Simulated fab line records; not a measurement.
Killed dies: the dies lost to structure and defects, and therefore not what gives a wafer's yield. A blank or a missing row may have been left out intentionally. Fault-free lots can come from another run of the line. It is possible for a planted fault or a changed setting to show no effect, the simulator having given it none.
A lot that was struck, set against a sound lot || flow sky130 || 16 steps out of a route of 708
Sound: these wafers, L486.2, L486.3, L486.5. The struck wafers were L479.1, L479.4, L479.5. Last of all comes the cause.
At each step with rows: each side's tool, then ch and its chambers, then its first start. Under that, the readings that differ: sound wafers || struck wafers || difference of the means || sigmas: that difference in standard deviations of wafers without a fault.
alike: same words and numbers on both sides, and readings whose means sit less than 2 such deviations apart. not compared: any withheld reading, any reading some wafer has no value for, any bound like >300 that may hide the same value, and any number with overlapping values for which the record gives no deviation.
Wherever a step has rows on one side only, a row that says differs or no value, or a row with sigmas, the two part there. Numbers that have no deviation but don't overlap get no sigmas and don't part them. A reading that every wafer of one side lacks parts them only if that side has two wafers or more.

first, 1 step without rows for these wafers: SKY_VT_ADJUST_HVTR_DEVELOP_06 (develop time 60 s).
SKY_VT_ADJUST_HVTR_CD_MEAS_07: target cd 380 nm.
  sound on cd sem-02 at day 14 19:00; struck on cd sem-01 at day 12 10:10
  alike: cd nm
SKY_VT_ADJUST_HVTR_OVL_MEAS_08:
  sound on overlay-01 at day 14 19:07; struck on overlay-02 at day 12 10:17
  alike: VT_ADJUST_HVTR_OVL
then, 1 step without rows for these wafers: SKY_VT_ADJUST_HVTR_IMPLANT_09.
SKY_VT_ADJUST_HVTR_STRIP_10: strips in O2/N2.
  sound on plasma asher-02 ch 0,1, day 14 19:17; struck on plasma asher-04 ch 1, day 12 10:28
  alike: drypump motor current A, oes product au, strip time to endpoint s
  not compared: rf hours counter h
SKY_VT_ADJUST_HVTR_TW_MEAS_11:
  sound on film metro-03 at day 14 19:24; struck on film metro-02 at day 12 10:34
  alike: VT_ADJUST_HVTR_TW
then, 6 steps without rows for these wafers: SKY_VT_ADJUST_PCH_DEHYDRATE_00 (time 60 s); SKY_VT_ADJUST_PCH_HMDS_01 (prime time 60 s); SKY_VT_ADJUST_PCH_COAT_02 (resist thk 3000 nm); SKY_VT_ADJUST_PCH_SOFTBAKE_03; SKY_VT_ADJUST_PCH_EXPOSE_04 (exposes mask NWM, target cd 840 nm); SKY_VT_ADJUST_PCH_PEB_05.
SKY_VT_ADJUST_PCH_DEVELOP_06: develop time 60 s.
  sound on litho track-01 ch 0, day 15 21:00; struck on litho track-03 ch 0, day 13 11:00
  alike: developer temp C
SKY_VT_ADJUST_PCH_OVL_MEAS_07:
  sound on overlay-01 at day 15 21:56; struck on overlay-02 at day 13 11:20
{"reading": "VT_ADJUST_PCH_OVL (nm)", "sound": "1.1 -2.0 0.7", "struck": "- - -", "difference": "no value on the struck wafers", "sigmas": ""}
then, 1 step without rows for these wafers: SKY_VT_ADJUST_PCH_IMPLANT_08.
-- record jumps: 35 days separate the struck wafers' starts on either side; left off in module VT_ADJUST_PCH, taken up again in module PAD_OPEN, whose first shown step is the route's number 708 --
SKY_PAD_OPEN_PROBE_99:
  sound on prober-01 at day 49 21:50; struck on prober-02 at day 48 05:28
{"reading": "hold", "sound": "- - -", "struck": "await dispo/3.5h/scrap await dispo/3.5h/scrap await dispo/3.5h/scrap", "difference": "no value on the sound wafers", "sigmas": ""}
{"reading": "killed at front end", "sound": "10 13 16", "struck": "408 412 422", "difference": "+401", "sigmas": "+87"}
{"reading": "killed dies", "sound": "79 75 76", "struck": "492 492 492", "difference": "+415", "sigmas": "+42"}
{"reading": "killed on rim", "sound": "15 13 18", "struck": "96 96 96", "difference": "+81", "sigmas": "+21"}
  alike: killed_at_M0_to_M3, killed_at_M4_up, killed at contacts, killed at other, killed open, killed short

## WHERE THEY PART
Last at SKY_PAD_OPEN_PROBE_99 as far as this record goes, first at SKY_VT_ADJUST_PCH_OVL_MEAS_07.

WHY: whatever the simulator had introduced
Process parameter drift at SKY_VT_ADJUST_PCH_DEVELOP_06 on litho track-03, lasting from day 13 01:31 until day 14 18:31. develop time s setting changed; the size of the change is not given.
